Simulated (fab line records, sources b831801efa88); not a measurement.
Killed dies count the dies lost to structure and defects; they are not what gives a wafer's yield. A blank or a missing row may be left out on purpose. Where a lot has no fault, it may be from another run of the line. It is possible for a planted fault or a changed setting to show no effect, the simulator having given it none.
Shared-tool check || flow gf180mcu || 11 lots, 33 wafers sampled

## THE REASON FOR OPENING IT
2 of 11 lots carry a flag on the reading V2_W_RS at GF_V2_RS_MEAS_24. Wafers without a fault read 0.327 ohm/sq, standard deviation 0.0044.
Rule: a lot is flagged when every wafer of it that has a number lies more than 4 standard deviations from that mean, or none has a number. All remaining lots are regarded as sound.

{"lot": "L617", "measured": "day 21 10:40", "on": "film_metro-03", "V2_W_RS (ohm/sq), wafer by wafer": "0.327 0.329 0.330", "flag": ""}
{"lot": "L618", "measured": "day 21 13:32", "on": "film_metro-03", "V2_W_RS (ohm/sq), wafer by wafer": "0.315 0.323 0.318", "flag": ""}
{"lot": "L621", "measured": "day 22 10:34", "on": "film_metro-01", "V2_W_RS (ohm/sq), wafer by wafer": "0.321 0.328 0.319", "flag": ""}
{"lot": "L624", "measured": "day 23 01:31", "on": "film_metro-01", "V2_W_RS (ohm/sq), wafer by wafer": "0.328 0.328 0.326", "flag": ""}
{"lot": "L625", "measured": "day 23 11:10", "on": "film_metro-04", "V2_W_RS (ohm/sq), wafer by wafer": "0.330 0.319 0.333", "flag": ""}
{"lot": "L627", "measured": "day 23 22:47", "on": "film_metro-01", "V2_W_RS (ohm/sq), wafer by wafer": "43.360 43.481 43.985", "flag": "FLAGGED"}
{"lot": "L628", "measured": "day 24 10:26", "on": "film_metro-04", "V2_W_RS (ohm/sq), wafer by wafer": "43.668 43.128 44.311", "flag": "FLAGGED"}
{"lot": "L634", "measured": "day 26 14:56", "on": "film_metro-01", "V2_W_RS (ohm/sq), wafer by wafer": "0.330 0.320 0.328", "flag": ""}
{"lot": "L637", "measured": "day 27 15:17", "on": "film_metro-03", "V2_W_RS (ohm/sq), wafer by wafer": "0.320 0.320 0.320", "flag": ""}
{"lot": "L638", "measured": "day 27 15:35", "on": "film_metro-04", "V2_W_RS (ohm/sq), wafer by wafer": "0.321 0.329 0.326", "flag": ""}
{"lot": "L639", "measured": "day 27 22:25", "on": "film_metro-01", "V2_W_RS (ohm/sq), wafer by wafer": "0.326 0.327 0.331", "flag": ""}
Flagged lots average 43.656 ohm/sq: +43.329 ohm/sq relative to the usual, that is +99 or more standard deviations.

## EACH LOT AND THE TOOL IT RAN ON
The record holds 3 process steps before the reading, out of a route of 602 steps. Cell contents, in order: the tool; ch with the chambers the sampled wafers went through; the start.
{"lot": "L617", "flag": "", "GF_V1_ETCH_16": "rie_diel-04 ch 0,1,2, day 19 05:50", "GF_M2_SPUTTER_01": "pvd_sputter-04, day 19 07:17", "GF_V2_CVD_23": "cvd_w-01 ch 0,1, day 21 10:33"}
{"lot": "L618", "flag": "", "GF_V1_ETCH_16": "rie_diel-02 ch 0,1,3, day 19 09:32", "GF_M2_SPUTTER_01": "pvd_sputter-03, day 19 11:02", "GF_V2_CVD_23": "cvd_w-02 ch 0,1, day 21 13:25"}
{"lot": "L621", "flag": "", "GF_V1_ETCH_16": "rie_diel-04 ch 1,3, day 20 06:02", "GF_M2_SPUTTER_01": "pvd_sputter-01, day 20 07:30", "GF_V2_CVD_23": "cvd_w-02 ch 0,1, day 22 10:28"}
{"lot": "L624", "flag": "", "GF_V1_ETCH_16": "rie_diel-02 ch 1,2,3, day 20 22:58", "GF_M2_SPUTTER_01": "pvd_sputter-01, day 21 00:27", "GF_V2_CVD_23": "cvd_w-01 ch 0,1, day 23 01:24"}
{"lot": "L625", "flag": "", "GF_V1_ETCH_16": "rie_diel-04 ch 0,1,2, day 21 08:37", "GF_M2_SPUTTER_01": "pvd_sputter-04, day 21 10:04", "GF_V2_CVD_23": "cvd_w-02 ch 0,1, day 23 11:04"}
{"lot": "L627", "flag": "FLAGGED", "GF_V1_ETCH_16": "rie_diel-03 ch 1,2,3, day 21 22:02", "GF_M2_SPUTTER_01": "pvd_sputter-04, day 21 23:30", "GF_V2_CVD_23": "cvd_w-02 ch 0,1, day 23 22:40"}
{"lot": "L628", "flag": "FLAGGED", "GF_V1_ETCH_16": "rie_diel-03 ch 0,1,3, day 22 09:49", "GF_M2_SPUTTER_01": "pvd_sputter-01, day 22 11:16", "GF_V2_CVD_23": "cvd_w-01 ch 0,1, day 24 10:20"}
{"lot": "L634", "flag": "", "GF_V1_ETCH_16": "rie_diel-03 ch 0,2,3, day 24 15:28", "GF_M2_SPUTTER_01": "pvd_sputter-01, day 24 16:55", "GF_V2_CVD_23": "cvd_w-02 ch 0,1, day 26 14:49"}
{"lot": "L637", "flag": "", "GF_V1_ETCH_16": "rie_diel-02 ch 0,1,2, day 25 17:32", "GF_M2_SPUTTER_01": "pvd_sputter-01, day 25 18:59", "GF_V2_CVD_23": "cvd_w-02 ch 1, day 27 15:08"}
{"lot": "L638", "flag": "", "GF_V1_ETCH_16": "rie_diel-04 ch 1,2,3, day 25 17:47", "GF_M2_SPUTTER_01": "pvd_sputter-03, day 25 19:17", "GF_V2_CVD_23": "cvd_w-02 ch 0,1, day 27 15:28"}
{"lot": "L639", "flag": "", "GF_V1_ETCH_16": "rie_diel-02 ch 0,1,2, day 26 00:52", "GF_M2_SPUTTER_01": "pvd_sputter-04, day 26 02:19", "GF_V2_CVD_23": "cvd_w-02 ch 0,1, day 27 22:18"}
What is done by these steps:
- GF_V1_ETCH_16: etches BARC in N2/H2.
- GF_M2_SPUTTER_01: material TiN, target thk 30 nm, time 25 s.
- GF_V2_CVD_23: deposits W, target thk 350 nm, time 104.94 s.
- GF_V2_RS_MEAS_24: measures by four-point-probe.

## FLAGGED OVER TOTAL, TOOL BY TOOL (the gauges that took the reading come last)
{"step": "GF_V1_ETCH_16", "tool": "rie_diel-02", "lots run": 4, "flagged": 0, "share of the flagged lots": "none", "sound lots run after its first flagged lot": "-"}
{"step": "GF_V1_ETCH_16", "tool": "rie_diel-03", "lots run": 3, "flagged": 2, "share of the flagged lots": "all", "sound lots run after its first flagged lot": "1 (L634)"}
{"step": "GF_V1_ETCH_16", "tool": "rie_diel-04", "lots run": 4, "flagged": 0, "share of the flagged lots": "none", "sound lots run after its first flagged lot": "-"}
{"step": "GF_M2_SPUTTER_01", "tool": "pvd_sputter-01", "lots run": 5, "flagged": 1, "share of the flagged lots": "some", "sound lots run after its first flagged lot": "2 (L634,L637)"}
{"step": "GF_M2_SPUTTER_01", "tool": "pvd_sputter-03", "lots run": 2, "flagged": 0, "share of the flagged lots": "none", "sound lots run after its first flagged lot": "-"}
{"step": "GF_M2_SPUTTER_01", "tool": "pvd_sputter-04", "lots run": 4, "flagged": 1, "share of the flagged lots": "some", "sound lots run after its first flagged lot": "1 (L639)"}
{"step": "GF_V2_CVD_23", "tool": "cvd_w-01", "lots run": 3, "flagged": 1, "share of the flagged lots": "some", "sound lots run after its first flagged lot": 0}
{"step": "GF_V2_CVD_23", "tool": "cvd_w-02", "lots run": 8, "flagged": 1, "share of the flagged lots": "some", "sound lots run after its first flagged lot": "4 (L634,L637,L638,L639)"}
{"step": "GF_V2_RS_MEAS_24", "tool": "film_metro-01", "lots run": 5, "flagged": 1, "share of the flagged lots": "some", "sound lots run after its first flagged lot": "2 (L634,L639)"}
{"step": "GF_V2_RS_MEAS_24", "tool": "film_metro-03", "lots run": 3, "flagged": 0, "share of the flagged lots": "none", "sound lots run after its first flagged lot": "-"}
{"step": "GF_V2_RS_MEAS_24", "tool": "film_metro-04", "lots run": 3, "flagged": 1, "share of the flagged lots": "some", "sound lots run after its first flagged lot": "1 (L638)"}

## WHAT THE TABLE PERMITS
All flagged lots share 1 row of the table, namely rie_diel-03 at GF_V1_ETCH_16.
- rie_diel-03 at GF_V1_ETCH_16: 2 of its 3 lots flagged. Sound lots followed the first flagged one (L634) on it, something a lasting fault affecting the whole tool could not allow.
Not one row of the table ran every flagged lot while running no sound lot after the first.

## WHAT THE SIMULATOR HAD INSERTED
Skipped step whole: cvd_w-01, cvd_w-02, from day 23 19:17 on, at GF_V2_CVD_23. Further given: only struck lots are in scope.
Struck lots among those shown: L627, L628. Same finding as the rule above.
